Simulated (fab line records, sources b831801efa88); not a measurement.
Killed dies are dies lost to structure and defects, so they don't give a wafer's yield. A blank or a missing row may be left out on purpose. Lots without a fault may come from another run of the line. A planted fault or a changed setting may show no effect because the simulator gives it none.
Which tool did it? | flow gf180mcu | 11 lots, 33 wafers sampled, at 4 steps of a route of 602

WHAT THE GAUGES READ, wafer by wafer
GF_VT_IMPLANT_RS_MEAS_49: measures by four-point-probe.
lot  | measured     | on            | MVPSD_RS (ohm/sq)
L950 | day 8 08:49  | film_metro-02 | 1168.6 1164.6 1166.8
L951 | day 8 18:19  | film_metro-01 | 1171.5 1169.6 1170.8
L952 | day 8 22:48  | film_metro-01 | 1175.5 1167.9 1172.0
L953 | day 9 05:41  | film_metro-04 | 1172.8 1170.3 1172.5
L956 | day 10 03:04 | film_metro-01 | 1197.7 1193.8 1196.9
L959 | day 11 00:10 | film_metro-04 | 1167.2 1166.1 1169.9
L961 | day 11 10:34 | film_metro-02 | 1195.6 1195.1 1194.2
L964 | day 12 10:41 | film_metro-01 | 1166.3 1166.7 1162.5
L965 | day 12 14:02 | film_metro-02 | 1168.5 1165.7 1167.2
L966 | day 12 21:16 | film_metro-01 | 1166.5 1167.2 1164.9
L970 | day 14 00:04 | film_metro-04 | 1168.6 1168.8 1163.9

WHICH TOOL RAN EACH LOT (tool, then ch and the chambers of the sampled wafers, then the start)
lot  | GF_STI_STRIP_15                     | GF_MVPSD_IMPLANT_08             | GF_VT_IMPLANT_STRIP_09
L950 | plasma_asher-02 ch 0,1, day 2 16:29 | implanter-02 ch 0, day 5 18:54  | plasma_asher-03 ch 0,1, day 6 10:05
L951 | plasma_asher-02 ch 0,1, day 3 00:32 | implanter-01 ch 0, day 6 03:00  | plasma_asher-01 ch 0,1, day 6 18:20
L952 | plasma_asher-01 ch 0,1, day 3 02:49 | implanter-01 ch 0, day 6 05:33  | plasma_asher-01 ch 0,1, day 6 21:18
L953 | plasma_asher-01 ch 1, day 3 09:20   | implanter-01 ch 0, day 6 12:10  | plasma_asher-04 ch 0,1, day 7 03:33
L956 | plasma_asher-01 ch 0,1, day 3 23:38 | implanter-01 ch 0, day 7 06:47  | plasma_asher-04 ch 0,1, day 7 23:18
L959 | plasma_asher-01 ch 0,1, day 4 15:03 | implanter-02 ch 0, day 8 00:42  | plasma_asher-01 ch 0,1, day 8 17:17
L961 | plasma_asher-02 ch 0,1, day 5 01:50 | implanter-01 ch 0, day 8 12:01  | plasma_asher-01 ch 0,1, day 9 05:02
L964 | plasma_asher-02 ch 1, day 5 16:47   | implanter-02 ch 0, day 9 07:43  | plasma_asher-03 ch 0,1, day 10 01:47
L965 | plasma_asher-02 ch 0,1, day 5 21:32 | implanter-03 ch 0, day 9 11:04  | plasma_asher-04 ch 0,1, day 10 05:17
L966 | plasma_asher-01 ch 0,1, day 6 04:02 | implanter-03 ch 0, day 9 18:18  | plasma_asher-01 ch 0,1, day 10 11:44
L970 | plasma_asher-01 ch 0,1, day 7 00:29 | implanter-01 ch 0, day 10 17:48 | plasma_asher-04 ch 0,1, day 11 12:41
- GF_STI_STRIP_15: strips in O2/N2.
- GF_MVPSD_IMPLANT_08
- GF_VT_IMPLANT_STRIP_09: strips in O2/N2.

WHAT THE TOOLS THEMSELVES READ (means of the sampled wafers that have a number; where no wafer has one, the mark that the record gives instead)
GF_STI_STRIP_15.
lot  | tool            | drypump_motor_current_A (A) | heater_power_w (W) | n2_flow_sccm (sccm) | oes_product_au (a.u.) | strip_time_to_endpoint_s (s)
L950 | plasma_asher-02 | 6.0                         | 321                | 300.7               | 0.387                 | 3.77
L951 | plasma_asher-02 | 6.0                         | 319                | 300.2               | 0.389                 | 3.75
L952 | plasma_asher-01 | 5.8                         | 269                | 300.7               | 0.382                 | 3.77
L953 | plasma_asher-01 | 5.1                         | 331                | 300.3               | 0.388                 | 3.76
L956 | plasma_asher-01 | 5.8                         | 271                | 299.2               | 0.389                 | 3.78
L959 | plasma_asher-01 | 5.8                         | 269                | 299.9               | 0.383                 | 3.76
L961 | plasma_asher-02 | 6.0                         | 324                | 299.6               | 0.382                 | 3.79
L964 | plasma_asher-02 | 6.2                         | 323                | 298.8               | 0.382                 | 3.81
L965 | plasma_asher-02 | 5.9                         | 311                | 300.5               | 0.384                 | 3.84
L966 | plasma_asher-01 | 5.8                         | 274                | 300.1               | 0.384                 | 3.82
L970 | plasma_asher-01 | 5.8                         | 278                | 300.3               | 0.382                 | 3.72

GF_MVPSD_IMPLANT_08.
lot  | tool         | dose_ions_cm2 | tilt_deg (degrees)
L950 | implanter-02 | 1.4980e+13    | 0.003
L951 | implanter-01 | 1.4988e+13    | 0.005
L952 | implanter-01 | 1.4979e+13    | 0.013
L953 | implanter-01 | 1.5011e+13    | -0.010
L956 | implanter-01 | 1.4330e+13    | -0.007
L959 | implanter-02 | 1.5000e+13    | -0.003
L961 | implanter-01 | 1.4334e+13    | -0.009
L964 | implanter-02 | 1.5003e+13    | 0.003
L965 | implanter-03 | 1.5009e+13    | -0.010
L966 | implanter-03 | 1.4988e+13    | -0.007
L970 | implanter-01 | 1.5006e+13    | -0.029

GF_VT_IMPLANT_STRIP_09.
lot  | tool            | drypump_motor_current_A (A) | heater_power_w (W) | n2_flow_sccm (sccm) | oes_product_au (a.u.) | strip_time_to_endpoint_s (s)
L950 | plasma_asher-03 | 5.4                         | 299                | 300.2               | 0.710                 | 12.66
L951 | plasma_asher-01 | 5.8                         | 275                | 299.6               | 0.716                 | 12.71
L952 | plasma_asher-01 | 5.8                         | 278                | 298.9               | 0.715                 | 12.72
L953 | plasma_asher-04 | 6.3                         | 323                | 299.9               | 0.718                 | 12.66
L956 | plasma_asher-04 | 6.2                         | 316                | 300.0               | 0.714                 | 12.66
L959 | plasma_asher-01 | 5.5                         | 300                | 300.9               | 0.713                 | 12.65
L961 | plasma_asher-01 | 5.5                         | 304                | 300.6               | 0.713                 | 12.62
L964 | plasma_asher-03 | 5.4                         | 299                | 299.4               | 0.721                 | 12.72
L965 | plasma_asher-04 | 6.3                         | 326                | 300.1               | 0.714                 | 12.69
L966 | plasma_asher-01 | 5.5                         | 301                | 299.9               | 0.715                 | 12.68
L970 | plasma_asher-04 | 6.2                         | 321                | 300.5               | 0.715                 | 12.67

THE ANSWER, worked out from the rows above alone
Rule: what is usual is taken from the lots themselves. Put in order of their means at a reading, lots are off if they are a third of the lots or fewer, leave a main group of 4 or more, and stand apart from it by a gap of 3 or more times the standard deviation of the main group's means; of several such gaps the widest counts. A main group whose means are all the same, to the digits that the tables above print for the reading, isn't used. A lot without any number at a reading at which 4 lots or more have one is off too. The other lots that the step has rows for count as sound. The gauges are gone through in route order, then the tools' own readings, and for those a lot's mean is taken as printed above. The first step at which some lot is off is used, and at that step the reading that is off furthest; a lot without a number counts as furthest.
Off: L956, L961, at GF_VT_IMPLANT_RS_MEAS_49 (MVPSD_RS). The main group: mean 1168.3 ohm/sq, standard deviation 2.4.
A tool fits if, at a process step before that reading, it ran every lot that is off, and no sound lot after the first of them. The gauges at GF_VT_IMPLANT_RS_MEAS_49 aren't tried: what is off there is off at GF_MVPSD_IMPLANT_08 too, on other tools, and a gauge's error can't cause that. None of those tried fits.

WHAT THE SIMULATOR HAD PUT IN
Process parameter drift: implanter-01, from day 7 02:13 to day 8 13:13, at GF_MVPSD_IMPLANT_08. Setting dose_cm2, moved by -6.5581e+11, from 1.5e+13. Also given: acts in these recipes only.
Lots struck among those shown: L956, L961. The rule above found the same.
